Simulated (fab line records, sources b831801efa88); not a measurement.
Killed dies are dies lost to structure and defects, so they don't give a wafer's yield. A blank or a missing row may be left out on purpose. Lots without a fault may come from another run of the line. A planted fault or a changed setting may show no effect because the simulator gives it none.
One fault seen from 2 desks | flow gf180mcu | each desk has only its own numbers; what lay behind them comes last

THE TOOL OWNER'S DESK: litho_track-03
The tool's own readings at GF_MVSD_DEVELOP_06 (develop time 60 s): means of the sampled wafers that have a number, for each lot that ran on this tool. A lot is out of limits, marked OUT, if its mean lies more than 4 standard deviations from the usual mean; the brackets give that distance.
Columns: A = developer_temp_C at GF_MVSD_DEVELOP_06, usual 22.99 C
lot  | first seen here | A
L808 | day 4 09:00     | 23.00
L811 | day 5 04:00     | 22.98
L817 | day 6 14:00     | 22.99
L820 | day 7 09:00     | 20.64 (-21) OUT
L822 | day 7 20:00     | 20.66 (-21) OUT
This desk's finding: out of limits on L820, L822; first on L820, day 7 09:00 (developer_temp_C at GF_MVSD_DEVELOP_06). In limits: L808, L811, L817.

THE METROLOGY DESK
What the gauges read, lot by lot, whatever tool the lot ran on: means of the sampled wafers that have a number. A lot is out of limits, marked OUT, if its mean lies more than 4 standard deviations from the usual mean; the brackets give that distance.
Columns: A = STI_OXIDATION_THK at GF_STI_THK_MEAS_02, usual 10.20 nm; B = MVSD_RS at GF_VT_IMPLANT_RS_MEAS_46, usual 457.2 ohm/sq; C = LVPWELL_RS at GF_VT_IMPLANT_RS_MEAS_48, usual 1198.2 ohm/sq
lot  | first seen here | A     | B     | C
L808 | day 1 11:37     | 9.91  | 457.6 | 1195.8
L809 | day 1 17:21     | 9.98  | 458.0 | 1197.6
L810 | day 1 22:50     | 10.32 | 456.6 | 1193.1
L811 | day 2 04:07     | 10.39 | 457.8 | 1196.0
L812 | day 2 07:31     | 10.29 | 459.6 | 1198.7
L816 | day 3 03:59     | 10.26 | 456.2 | 1197.2
L817 | day 3 08:31     | 10.23 | 457.8 | 1201.1
L820 | day 3 23:56     | 10.33 | 457.8 | 1199.4
L821 | day 4 04:31     | 10.24 | 456.0 | 1199.2
L822 | day 4 10:05     | 10.13 | 456.6 | 1197.2
L825 | day 5 00:40     | 10.20 | 456.6 | 1194.9
L827 | day 5 11:53     | 10.04 | 457.0 | 1201.3
L828 | day 5 15:31     | 10.04 | 458.3 | 1202.9
L831 | day 6 08:05     | 10.34 | 456.3 | 1200.7
This desk's finding: nothing out of limits on any of the 14 lots.

PUT TOGETHER
The tool owner's desk could have raised an alarm at day 7 09:00, on L820, L822.
The metrology desk saw nothing out of limits.
The metrology desk has L820, L822 on record, within its limits.
Of the lots named, all ran GF_MVSD_DEVELOP_06 on litho_track-03.

WHAT THE SIMULATOR HAD PUT IN
Process parameter drift: litho_track-03, from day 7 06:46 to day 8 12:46, at GF_MVSD_DEVELOP_06. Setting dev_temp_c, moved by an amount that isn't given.
Lots struck among those shown: L820, L822.
Hours from the fault's start to each desk's first reading out of limits: the tool owner's desk, 2.
